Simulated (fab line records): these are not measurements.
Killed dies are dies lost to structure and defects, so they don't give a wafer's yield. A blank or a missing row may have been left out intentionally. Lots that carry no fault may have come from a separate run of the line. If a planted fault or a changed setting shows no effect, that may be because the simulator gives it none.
8D (eight disciplines) problem report, filled in by code + flow sky130 + the parts of the form that need people (team, actions taken, sign-off) are left out

== 1. THE ISSUE ==
Wafers free of any fault read 0.2850 ohm/sq (standard deviation 0.0027) for LI_CONTACT_W_RS at SKY_LI_CONTACT_RS_MEAS_22, against a mean of 0.3840 ohm/sq on 3 wafers of 2 lots. Relative to the usual mean, that is a shift of +37 standard deviations.
The step: measures by four-point-probe.
First seen on wafer L969.2, day 32 22:59, on filmMetro-04. At this step, 28 wafers from 10 lots have a number in the record. The rule behind "out" and "out of limits": a value lying over 4 standard deviations away from the usual mean. The rest of the wafers with a number are treated as sound.

== 2. WHAT IT IS; WHAT IT IS NOT ==
| question                    | is                     | is not                                                                                            |
|-----------------------------|------------------------|---------------------------------------------------------------------------------------------------|
| which readings at this step | LI_CONTACT_W_RS        | -                                                                                                 |
| which lots                  | L969, L971             | L961, L963, L974, L975, L976, L980, L981, L982                                                    |
| which wafers of those lots  | L969.2, L971.2, L971.5 | L969.3                                                                                            |
| read on which gauges        | filmMetro-04           | filmMetro-02, filmMetro-03                                                                        |
| when                        | from day 32 22:59      | up to then (7 sound wafers); but 18 sound wafers of L974, L975, L976, L980, L981, L982 came after |

== 3. THE SUSPECTS, EACH WITH WHAT RULES IT OUT ==
Counting: any tool at a process step up to the reading remains a suspect provided it ran every lot that is out. Sound lots after the first of them don't rule it out here, since some wafers of a struck lot are sound.
- the gauge at SKY_LI_CONTACT_RS_MEAS_22: ruled out. All the wafers that are out were read on filmMetro-04, but those of them that SKY_LI_CONTACT_CMP_24 has rows for are out there too, on other tools.
- cvdW-01 at SKY_LI_CONTACT_CVD_21 (deposits W, target thk 400 nm, time 120.56 s): kept. It processed each lot that is out (first: L969, day 32 22:50); up to then, its last sound lot is L963 (day 30 20:23).
Left after counting: cvdW-01 at SKY_LI_CONTACT_CVD_21.

== 4. THE CAUSE (what the simulator had put in) ==
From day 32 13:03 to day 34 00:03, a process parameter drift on cvdW-01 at SKY_LI_CONTACT_CVD_21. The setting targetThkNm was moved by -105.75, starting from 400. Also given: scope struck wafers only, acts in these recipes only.
The count eliminated every tool but this one.

== 5. THE EFFECT CHAIN, in route order ==
Rows list readings where the struck wafers' mean (over those with a number) sits beyond 3 standard deviations from the usual. Only readings for which the record gives a usual standard deviation are gone through. hours: the time from each lot's start at the first step in this table that gives one to its start at this step, as a median over the lots. sigmas: the change in usual standard deviations.
| hours | step                       | reading          | usual         | on struck wafers | change  | sigmas |
|-------|----------------------------|------------------|---------------|------------------|---------|--------|
| 0     | SKY_LI_CONTACT_RS_MEAS_22  | LI_CONTACT_W_RS  | 0.2850 ohm/sq | 0.3840           | +0.0990 | +37    |
| 2     | SKY_LI_CONTACT_THK_MEAS_23 | LI_CONTACT_W_THK | 397 nm        | 297              | -100    | -17    |
| 5     | SKY_LI_CONTACT_CMP_24      | timeToEndpointS  | 94 s          | 69               | -25     | -7.7   |
It contains these process steps:
- SKY_LI_CONTACT_CMP_24: polishes, stops on PSG, t overpolish 20 s, target thk 0 nm.

== 6. WHAT WOULD HAVE CAUGHT IT SOONER ==
Counted from the fault's start at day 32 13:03, it took 10 hours until the first out-of-limits reading at a measuring or inspecting step in this record, taken at day 32 22:59.
Of the tool readings at SKY_LI_CONTACT_CVD_21 for which the record gives a usual standard deviation, none was out on any struck wafer, so an alarm limit of 4 standard deviations on them would not have fired.
L971, from the lots that are out (2), started SKY_LI_CONTACT_CVD_21 on cvdW-01 later than day 32 22:59. Putting the tool on hold at that point would have spared it.
